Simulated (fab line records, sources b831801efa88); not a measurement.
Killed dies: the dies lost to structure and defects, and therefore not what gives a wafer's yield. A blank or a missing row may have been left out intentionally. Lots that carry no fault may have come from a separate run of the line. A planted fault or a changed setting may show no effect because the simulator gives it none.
fab line records	flow sfq_line
record: lots: 6	wafers: 18	last_day: 90
route steps=325 shown INCOMING@1 L0@3 L0V@16 M0@28 M8@325
lots untouched by any fault: they come from a run of this same line in which no faults occurred
start_h: the number of hours between the record's first day and the start of the first shown wafer of the lot	wait_h: hours since the lot's step before	" identical to the entry in the row above	L1.1+2: one row covering several wafers at once	- value missing, or start not given	* or withheld: withheld	< > ~ a bound
route shown NAME@n: names a module that has steps shown in the file, with the first one's number in the route	usual: mean/standard deviation of fault-free wafers	same: alike in all rows	chamber/n: place in a boat	sites: each site's reading	_std_site: standard deviation of those values	_edge_site: the outer-site mean with the inner-site mean subtracted	radius_mm: how far each site lies from the wafer's centre	mask NAME#n: copy n	behind: tool/chamber where the wafer was last shaped	hold: what put the lot on hold/how long, in hours/how the hold closed	device: names the non-switching transistor (n, p or np)	end of line: the route-end tests of the same wafers	a step without rows: its recipe alone	killed: dies that structure and defects cost at the first sort, which is not the same as the wafer's yield	map: shows each die of a wafer: x if killed, . if not, _ if none is there
set.NAME: the setting that was run; set.NAME@STEP: the one run at that earlier step	model.NAME: the simulator's own value behind a step, which no gauge read
lots at some steps of the route; a table a step, a row a wafer
services: a tool's chamber out of use, with start hour (start_h, from the record's first day; less than 0 if before it), hours out, and reason
== steps ==
step: SFQ_INCOMING_BOW_MEAS_900
recipe: mode: bow
usual: INCOMING_BOW: 1/6.5
lot.wafer	tool	chamber	start_h	wait_h	INCOMING_BOW[um]
L729.2	film_metro-04	-	25.02	-	1
L729.3	"	-	"	"	-1
L729.4	"	-	"	"	1
L738.3	film_metro-02	-	70.04	-	10
L738.4	"	-	"	"	5
L738.6	"	-	"	"	0
L740.1	film_metro-04	-	80.00	-	0
L740.3	"	-	"	"	2
L740.4	"	-	"	"	-2
L741.2	film_metro-04	-	85.02	-	-3
L741.3	"	-	"	"	-2
L741.6	"	-	"	"	11
L742.1	film_metro-02	-	90.00	-	6
L742.2	"	-	"	"	12
L742.3	"	-	"	"	7
L747.3	film_metro-04	-	115.04	-	5
L747.4	"	-	"	"	0
L747.5	"	-	"	"	-2
step: SFQ_TRILAYER_INCOMING_OXIDATION_002
recipe: temp_c: 1000	ambient: H2O	target_thk_a: 5000	p_h2o_torr: 720	ox_time_s: 4939
step: SFQ_TRILAYER_L0_DEP_SPUTTER_003
recipe: material: MoNx_KI	base_pressure_pa: 1.33e-06	target_thk_nm: 40	power_w: 800	time_s: 100	chamber_pressure_pa: 0.4
usual: chamber_pressure_pa: 0.4000/0.00081	throttle_valve_pct: 30.2/1
lot.wafer	tool	chamber	start_h	wait_h	chamber_pressure_pa	throttle_valve_pct	model.MoNx_KI_of_TRILAYER_L0_DEP_SPUTTER_003.thk_nm
L729.2	pvd_sputter-03	-	27.49	0.0	0.4011	29.7	39.71
L729.3	"	-	"	"	0.4000	31.2	40.2
L729.4	"	-	"	"	0.3996	31.3	39.99
L738.3	pvd_sputter-05	-	72.49	0.0	0.3985	30.3	40.31
L738.4	"	-	"	"	0.3986	31.3	40.56
L738.6	"	-	"	"	0.3984	31.6	40.23
L740.1	pvd_sputter-06	-	82.49	0.0	0.3987	31.8	40.22
L740.3	"	-	"	"	0.3986	32.1	39.87
L740.4	"	-	"	"	0.3999	29.0	40.58
L741.2	pvd_sputter-03	-	87.49	0.0	0.4001	28.8	25.11
L741.3	"	-	"	"	0.4004	28.8	39.97
L741.6	"	-	"	"	0.3993	28.8	39.29
L742.1	pvd_sputter-03	-	92.49	0.0	0.3992	31.0	40.3
L742.2	"	-	"	"	0.3999	29.1	25.46
L742.3	"	-	"	"	0.3998	29.6	39.09
L747.3	pvd_sputter-05	-	117.49	0.0	0.3992	30.4	40.02
L747.4	"	-	"	"	0.4002	30.1	39.66
L747.5	"	-	"	"	0.3997	30.0	39.6
step: SFQ_L0_RS_MEAS_901
recipe: thk_meas_gauge: four-point-probe	reads: MoNx_KI_of_TRILAYER_L0_DEP_SPUTTER_003
usual: L0_MONX_KI_RS: 43.5/0.52
lot.wafer	tool	chamber	start_h	wait_h	L0_MONX_KI_RS[ohm/sq]
L729.2	film_metro-01	-	27.58	0.1	43.8
L729.3	"	-	"	"	43.3
L729.4	"	-	"	"	43.6
L738.3	film_metro-01	-	72.60	0.1	43.1
L738.4	"	-	"	"	42.9
L738.6	"	-	"	"	43.3
L740.1	film_metro-01	-	82.56	0.0	43.4
L740.3	"	-	"	"	43.7
L740.4	"	-	"	"	42.9
L741.2	film_metro-01	-	87.58	0.1	69.2
L741.3	"	-	"	"	43.6
L741.6	"	-	"	"	44.3
L742.1	film_metro-03	-	92.56	0.0	43.2
L742.2	"	-	"	"	68.6
L742.3	"	-	"	"	44.6
L747.3	film_metro-04	-	117.60	0.1	43.5
L747.4	"	-	"	"	43.8
L747.5	"	-	"	"	43.9
step: SFQ_L0_THK_MEAS_902
recipe: thk_meas_gauge: xrf	reads: MoNx_KI_of_TRILAYER_L0_DEP_SPUTTER_003
usual: L0_MONX_KI_THK: 40.0/0.5
lot.wafer	tool	chamber	start_h	wait_h	L0_MONX_KI_THK[nm]
L729.2	film_metro-01	-	27.69	0.1	39.7
L729.3	"	-	"	"	40.1
L729.4	"	-	"	"	39.9
L738.3	film_metro-01	-	72.70	0.1	40.1
L738.4	"	-	"	"	40.7
L738.6	"	-	"	"	40.3
L740.1	film_metro-01	-	82.68	0.1	40.0
L740.3	"	-	"	"	39.7
L740.4	"	-	"	"	40.4
L741.2	film_metro-01	-	87.69	0.1	25.0
L741.3	"	-	"	"	39.8
L741.6	"	-	"	"	39.7
L742.1	film_metro-03	-	92.68	0.1	40.2
L742.2	"	-	"	"	25.3
L742.3	"	-	"	"	39.1
L747.3	film_metro-04	-	117.70	0.1	40.2
L747.4	"	-	"	"	39.9
L747.5	"	-	"	"	39.9
step: SFQ_TRILAYER_L0_LITHO_COAT_010
recipe: resist: BARC	spin_rpm: 3000	resist_thk_nm: 62
step: SFQ_TRILAYER_L0_LITHO_COAT_005
recipe: resist: KrF	spin_rpm: 3000	resist_thk_nm: 600
step: SFQ_TRILAYER_L0_LITHO_SOFTBAKE_009
recipe: temp_c: withheld	time_s: withheld	resist: KrF
step: SFQ_TRILAYER_L0_LITHO_EXPOSE_006
recipe: mask_id: L0	na: 0.6	source_shape: conventional	sigma_outer: 0.65	target_cd_nm: 2000	dose_mj: 14.4
step: SFQ_TRILAYER_L0_LITHO_PEB_008
recipe: peb_temp_c: 115	peb_time_s: 60	resist: KrF
step: SFQ_TRILAYER_L0_LITHO_DEVELOP_007
recipe: time_s: 60	resist: KrF
step: SFQ_TRILAYER_L0_BARC_OPEN_METAL_ETCH_010
recipe: mask_material: PR	chemistry: O2	target_depth_nm: 125	target: BARC	icp_w: 600	bias_w: 80	pressure_mtorr: 10	time_s: 41.7
step: SFQ_TRILAYER_L0_ETCH_METAL_ETCH_008
recipe: target: MoNx_KI	stop_on: SiO2	mask_material: PR	chemistry: SF6/O2	target_depth_nm: 50	icp_w: 600	bias_w: 80	pressure_mtorr: 10	time_s: 25
usual: drypump_motor_current_A: 5.5/0.57	oes_product_au: 0.874/0.0074
lot.wafer	tool	chamber	start_h	wait_h	drypump_motor_current_A	oes_product_au	rf_hours_counter_h
L729.2	rie_metal-01	0	103.33	0.0	5.1	0.867	117
L729.3	"	0	"	"	5.1	0.875	-
L729.4	"	1	"	"	6.7	0.871	-
L738.3	rie_metal-01	1	153.95	0.0	6.6	0.872	-
L738.4	"	0	"	"	5.1	0.879	-
L738.6	"	0	"	"	5.1	0.881	-
L740.1	rie_metal-03	1	164.73	0.0	5.3	0.869	102
L740.3	"	1	"	"	5.3	0.865	-
L740.4	"	0	"	"	5.1	0.876	-
L741.2	rie_metal-03	0	173.13	0.0	5.1	0.695	122
L741.3	"	0	"	"	5.1	0.866	-
L741.6	"	1	"	"	5.2	0.867	-
L742.1	rie_metal-03	0	179.13	0.0	5.1	0.881	123
L742.2	"	1	"	"	5.3	0.702	105
L742.3	"	1	"	"	5.3	0.864	-
L747.3	rie_metal-03	1	215.92	0.0	5.3	0.871	-
L747.4	"	0	"	"	5.1	0.876	-
L747.5	"	1	"	"	5.3	0.870	-
step: SFQ_TRILAYER_L0_STRIP_STRIP_009
recipe: gas: O2	power_w: 200	platen_temp_c: 40	overash_fraction: 0.65	chemistry: O2	pressure_mtorr: 50
usual: drypump_motor_current_A: 5.5/0.57	oes_product_au: 0.998/0.0092
lot.wafer	tool	chamber	start_h	wait_h	drypump_motor_current_A	oes_product_au	rf_hours_counter_h
L729.2	rie_metal-01	0	103.38	0.0	5.1	0.996	117
L729.3	"	0	"	"	5.1	1.006	-
L729.4	"	1	"	"	6.6	0.989	-
L738.3	rie_metal-01	1	154.18	0.2	6.7	0.981	-
L738.4	"	0	"	"	5.1	1.017	-
L738.6	"	0	"	"	5.1	1.002	-
L740.1	rie_metal-03	1	164.78	0.0	5.2	1.003	102
L740.3	"	1	"	"	5.3	0.995	-
L740.4	"	0	"	"	5.1	0.989	-
L741.2	rie_metal-03	0	173.18	0.0	5.1	1.002	122
L741.3	"	0	"	"	5.1	0.995	-
L741.6	"	1	"	"	5.2	1.008	-
L742.1	rie_metal-03	0	179.18	0.0	5.1	0.990	123
L742.2	"	1	"	"	5.2	1.000	105
L742.3	"	1	"	"	5.3	0.988	-
L747.3	rie_metal-03	1	216.15	0.2	5.3	0.991	-
L747.4	"	0	"	"	5.1	0.993	-
L747.5	"	1	"	"	5.3	1.006	-
step: SFQ_TRILAYER_L0_STRIP_SOLV_CLEAN_010
recipe: chemistry: NMP	temp_c: 70	time_s: 600
step: SFQ_TRILAYER_L0_CAP_PECVD_011
recipe: material: SiO2	temp_c: 150	time_s: 13.333	pressure_torr: 2.4	rf_w: 183.3	precursor: SiH4/N2O	target_thk_nm: 60
usual: chamber_pressure_Torr: 2.400/0.0052	heater_power_w: 89/9.3	throttle_valve_pct: 24.7/1.2
lot.wafer	tool	chamber	start_h	wait_h	chamber_pressure_Torr	heater_power_w	throttle_valve_pct
L729.2	pecvd-02	1	104.16	0.0	2.401	90	25.4
L729.3	"	2	"	"	2.403	90	23.5
L729.4	"	2	"	"	2.416	76	23.6
L738.3	pecvd-04	2	154.75	0.0	2.410	83	23.6
L738.4	"	1	"	"	2.397	77	23.0
L738.6	"	2	"	"	2.401	86	23.4
L740.1	pecvd-04	0	165.55	0.0	2.395	87	24.4
L740.3	"	1	"	"	2.400	89	23.3
L740.4	"	2	"	"	2.404	74	23.3
L741.2	pecvd-02	1	173.95	0.0	2.406	87	25.6
L741.3	"	2	"	"	2.405	77	23.4
L741.6	"	0	"	"	2.401	92	24.1
L742.1	pecvd-03	2	179.95	0.0	2.395	76	24.8
L742.2	"	0	"	"	2.401	103	26.3
L742.3	"	1	"	"	2.403	84	27.0
L747.3	pecvd-03	2	216.73	0.0	2.398	77	22.4
L747.4	"	0	"	"	2.400	113	22.7
L747.5	"	1	"	"	2.394	96	24.3
step: SFQ_TRILAYER_L0_VIA_LITHO_COAT_018
recipe: resist: BARC	spin_rpm: 3000	resist_thk_nm: 62
step: SFQ_TRILAYER_L0_VIA_LITHO_COAT_013
recipe: resist: KrF	spin_rpm: 3000	resist_thk_nm: 650
step: SFQ_TRILAYER_L0_VIA_LITHO_SOFTBAKE_017
recipe: temp_c: withheld	time_s: withheld	resist: KrF
step: SFQ_TRILAYER_L0_VIA_LITHO_EXPOSE_014
recipe: mask_id: L0V	na: 0.6	source_shape: conventional	sigma_outer: 0.65	target_cd_nm: 700	dose_mj: 21.3
step: SFQ_TRILAYER_L0_VIA_LITHO_PEB_016
recipe: peb_temp_c: 115	peb_time_s: 60	resist: KrF
step: SFQ_TRILAYER_L0_VIA_LITHO_DEVELOP_015
recipe: time_s: 60	resist: KrF
step: SFQ_L0V_OVL_MEAS_903
usual: L0V_OVL: 1/6.4
lot.wafer	tool	chamber	start_h	wait_h	L0V_OVL[nm]
L729.2	overlay-01	-	197.51	0.1	3
L729.3	"	-	"	"	-4
L729.4	"	-	"	"	-2
L738.3	overlay-02	-	253.70	0.1	3
L738.4	"	-	"	"	-2
L738.6	"	-	"	"	0
L740.1	overlay-01	-	263.29	0.1	-2
L740.3	"	-	"	"	-3
L740.4	"	-	"	"	-9
L741.2	overlay-01	-	272.90	0.1	-7
L741.3	"	-	"	"	5
L741.6	"	-	"	"	2
L742.1	overlay-02	-	281.29	0.1	2
L742.2	"	-	"	"	0
L742.3	"	-	"	"	-2
L747.3	overlay-02	-	327.51	0.1	1
L747.4	"	-	"	"	-4
L747.5	"	-	"	"	-6
step: SFQ_TRILAYER_L0_VIA_BARC_OPEN_VIA_ETCH_021
recipe: mask_material: PR	chemistry: O2	target_depth_nm: 125	target: BARC	source_w: 500	bias_w: 80	pressure_mtorr: 30	time_s: 41.7
usual: drypump_motor_current_A: 5.7/0.36	oes_product_au: 0.685/0.0047
lot.wafer	tool	chamber	start_h	wait_h	drypump_motor_current_A	oes_product_au	rf_hours_counter_h
L729.2	rie_diel-04	2	197.54	0.0	6.0	0.689	40
L729.3	"	3	"	"	6.2	0.683	148
L729.4	"	0	"	"	6.1	0.686	6
L738.3	rie_diel-04	1	253.73	0.0	5.7	0.693	131
L738.4	"	1	"	"	5.7	0.688	-
L738.6	"	2	"	"	6.0	0.679	-
L740.1	rie_diel-04	2	263.33	0.0	6.0	0.683	41
L740.3	"	1	"	"	5.7	0.687	131
L740.4	"	1	"	"	5.8	0.686	-
L741.2	rie_diel-02	1	272.93	0.0	4.9	0.679	4
L741.3	"	3	"	"	5.8	0.678	9
L741.6	"	3	"	"	5.8	0.685	-
L742.1	rie_diel-03	3	281.33	0.0	5.3	0.684	3
L742.2	"	1	"	"	5.7	0.682	7
L742.3	"	2	"	"	6.1	0.681	126
L747.3	rie_diel-04	3	327.53	0.0	6.3	0.692	1
L747.4	"	3	"	"	6.3	0.691	-
L747.5	"	2	"	"	5.9	0.681	-
step: SFQ_TRILAYER_L0_VIA_ETCH_VIA_ETCH_016
recipe: target: SiO2	stop_on: MoNx_KI	mask_material: PR	chemistry: CHF3	target_depth_nm: 80	source_w: 500	bias_w: 80	pressure_mtorr: 30	time_s: withheld
usual: drypump_motor_current_A: 5.7/0.36	oes_product_au: 0.842/0.0078
lot.wafer	tool	chamber	start_h	wait_h	drypump_motor_current_A	oes_product_au
L729.2	rie_diel-04	2	197.58	0.0	6.0	0.839
L729.3	"	3	"	"	6.2	0.831
L729.4	"	0	"	"	6.1	0.845
L738.3	rie_diel-04	1	253.77	0.0	5.8	0.849
L738.4	"	1	"	"	5.8	0.859
L738.6	"	2	"	"	5.9	0.864
L740.1	rie_diel-04	2	263.37	0.0	6.0	0.841
L740.3	"	1	"	"	5.7	0.831
L740.4	"	1	"	"	5.7	0.842
L741.2	rie_diel-02	1	272.97	0.0	4.9	0.828
L741.3	"	3	"	"	5.7	0.840
L741.6	"	3	"	"	5.8	0.836
L742.1	rie_diel-03	3	281.37	0.0	5.3	0.828
L742.2	"	1	"	"	5.7	0.848
L742.3	"	2	"	"	6.2	0.834
L747.3	rie_diel-04	3	327.57	0.0	6.2	0.834
L747.4	"	3	"	"	6.3	0.848
L747.5	"	2	"	"	6.0	0.849
step: SFQ_TRILAYER_L0_VIA_STRIP_STRIP_017
recipe: gas: O2	power_w: 200	platen_temp_c: 40	overash_fraction: 0.65	chemistry: O2	pressure_mtorr: 50
usual: drypump_motor_current_A: 5.6/0.59	oes_product_au: 1.001/0.0083
lot.wafer	tool	chamber	start_h	wait_h	drypump_motor_current_A	oes_product_au	rf_hours_counter_h
L729.2	rie_metal-04	1	197.62	-	5.9	1.005	170
L729.3	"	0	"	"	5.7	1.005	-
L729.4	"	1	"	"	5.9	0.991	-
L738.3	rie_metal-03	1	254.01	-	5.2	0.996	-
L738.4	"	0	"	"	5.1	1.000	-
L738.6	"	1	"	"	5.2	0.996	-
L740.1	rie_metal-01	1	263.41	-	6.6	0.990	107
L740.3	"	1	"	"	6.6	0.986	-
L740.4	"	0	"	"	5.1	1.017	-
L741.2	rie_metal-03	0	273.01	-	5.1	1.001	138
L741.3	"	1	"	"	5.2	1.000	-
L741.6	"	1	"	"	5.3	1.001	-
L742.1	rie_metal-04	1	281.41	-	5.8	1.005	3
L742.2	"	0	"	"	5.7	1.013	115
L742.3	"	1	"	"	5.9	0.999	-
L747.3	rie_metal-01	1	327.82	-	6.6	0.987	-
L747.4	"	0	"	"	5.1	1.012	-
L747.5	"	1	"	"	6.7	1.001	-
step: SFQ_TRILAYER_L0_VIA_STRIP_SOLV_CLEAN_018
recipe: chemistry: NMP	temp_c: 70	time_s: 600
step: SFQ_TRILAYER_M0_DEP_PRE_CLEAN_020
recipe: gas: Ar	time_s: 15	bias_v: 250
step: SFQ_TRILAYER_M0_DEP_SPUTTER_019
recipe: material: Nb	base_pressure_pa: 1.33e-06	chamber_pressure_pa: 0.1333	substrate_temp_c: 20	resputter_cathode_voltage_v: 400	target_thk_nm: 200	power_w: 2000	time_s: 133.3
step: SFQ_M0_RS_MEAS_904
recipe: thk_meas_gauge: four-point-probe	reads: Nb_of_TRILAYER_M0_DEP_SPUTTER_019
usual: M0_NB_RS: 0.885/0.009
lot.wafer	tool	chamber	start_h	wait_h	M0_NB_RS[ohm/sq]
L729.2	film_metro-04	-	198.53	0.1	0.898
L729.3	"	-	"	"	0.904
L729.4	"	-	"	"	0.898
L738.3	film_metro-02	-	254.74	0.1	0.874
L738.4	"	-	"	"	0.869
L738.6	"	-	"	"	0.875
L740.1	film_metro-02	-	264.52	0.0	0.898
L740.3	"	-	"	"	0.895
L740.4	"	-	"	"	0.895
L741.2	film_metro-04	-	273.94	0.1	0.885
L741.3	"	-	"	"	0.891
L741.6	"	-	"	"	0.884
L742.1	film_metro-04	-	282.30	0.0	0.895
L742.2	"	-	"	"	0.895
L742.3	"	-	"	"	0.901
L747.3	film_metro-03	-	328.56	0.1	0.884
L747.4	"	-	"	"	0.887
L747.5	"	-	"	"	0.879
step: SFQ_TRILAYER_M0_LITHO_COAT_026
recipe: resist: BARC	spin_rpm: 3000	resist_thk_nm: 62
step: SFQ_M8_BOW_MEAS_951
recipe: mode: bow
usual: M8_BOW: 6/12
lot.wafer	tool	chamber	start_h	wait_h	M8_BOW[um]	model.etest.l0.ohm_sq	model.etest.l0v.link_ohm	model.etest.l0.ohm_um
L729.2	film_metro-03	-	1818.61	0.0	7	43.86	44.78	21.92
L729.3	"	-	"	"	7	43.33	44.26	21.65
L729.4	"	-	"	"	9	43.55	44.47	21.76
L738.3	film_metro-03	-	1981.87	0.0	4	43.21	44.11	21.59
L738.4	"	-	"	"	-3	42.94	43.84	21.44
L738.6	"	-	"	"	-7	43.29	44.2	21.62
L740.1	film_metro-01	-	2036.73	0.0	12	43.3	44.23	21.66
L740.3	"	-	"	"	13	43.68	44.6	21.85
L740.4	"	-	"	"	10	42.92	43.85	21.49
L741.2	film_metro-03	-	2040.35	0.0	16	69.35	70.27	34.71
L741.3	"	-	"	"	16	43.57	44.49	21.81
L741.6	"	-	"	"	27	44.33	45.24	22.17
L742.1	film_metro-02	-	2079.08	0.0	2	43.22	44.14	21.64
L742.2	"	-	"	"	7	68.4	69.32	34.22
L742.3	"	-	"	"	2	44.55	45.48	22.29
L747.3	film_metro-03	-	2156.57	0.0	5	43.52	44.43	21.76
L747.4	"	-	"	"	-1	43.91	44.82	21.97
L747.5	"	-	"	"	-1	43.98	44.88	21.99
== services ==
tool	chamber	start_h	hours	kind
rie_diel-03	2	4.99	4.4	repair
rie_metal-03	1	5.64	2.9	repair
rie_metal-01	0	15.70	16.4	repair
rie_metal-03	-	16.47	1.2	repair
rie_diel-04	3	26.15	2.0	repair
rie_metal-03	1	38.55	2.6	repair
rie_metal-03	0	41.26	4.2	repair
rie_metal-03	-	41.69	1.2	repair
rie_diel-04	-	48.21	2.8	pm
pecvd-03	-	50.10	0.5	repair
rie_diel-03	0	60.30	9.4	repair
rie_diel-03	1	71.89	1.5	repair
rie_metal-01	-	95.75	2.5	repair
rie_diel-04	2	109.33	10.8	repair
rie_metal-01	-	113.85	4.7	repair
rie_diel-04	-	166.57	1.9	repair
rie_diel-04	3	173.94	3.7	repair
rie_diel-04	1	211.33	4.6	repair
pvd_sputter-03	-	217.53	0.7	repair
pvd_sputter-03	-	227.26	1.7	repair
pvd_sputter-03	-	242.95	3.3	repair
rie_diel-04	3	250.33	1.7	repair
rie_diel-04	-	305.00	0.2	repair
rie_diel-04	-	313.76	0.1	repair
== key ==
first_sign: step: SFQ_L0_RS_MEAS_901	reading: L0_MONX_KI_RS	direction: up	sigmas: 49	usual: 43.5	struck: 68.9
effect: step: SFQ_L0_THK_MEAS_902	reading: L0_MONX_KI_THK	direction: down	sigmas: 30	usual: 40.0	struck: 25.2
effect: step: SFQ_TRILAYER_L0_ETCH_METAL_ETCH_008	reading: oes_product_au	direction: down	sigmas: 24	usual: 0.874	struck: 0.698
model_effect: step: SFQ_TRILAYER_L0_DEP_SPUTTER_003	value: MoNx_KI_of_TRILAYER_L0_DEP_SPUTTER_003.thk_nm	without: 39.92	struck: 25.29
model_effect: step: SFQ_M8_BOW_MEAS_951	value: etest.l0.ohm_sq	without: 43.63	struck: 68.88
met_at SFQ_TRILAYER_L0_DEP_SPUTTER_003
struck_wafers L741.2,L742.2
onset_between 27.49 87.49
fault: kind: process_parameter_drift	tool: pvd_sputter-03	chamber: -	onset_h: 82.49	steps: SFQ_TRILAYER_L0_DEP_SPUTTER_003	channel: target_thk_nm	offset: -14.633	shape: step	end_h: 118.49	scope: struck_wafers_only	acts_in: these_recipes_only	stated: 40
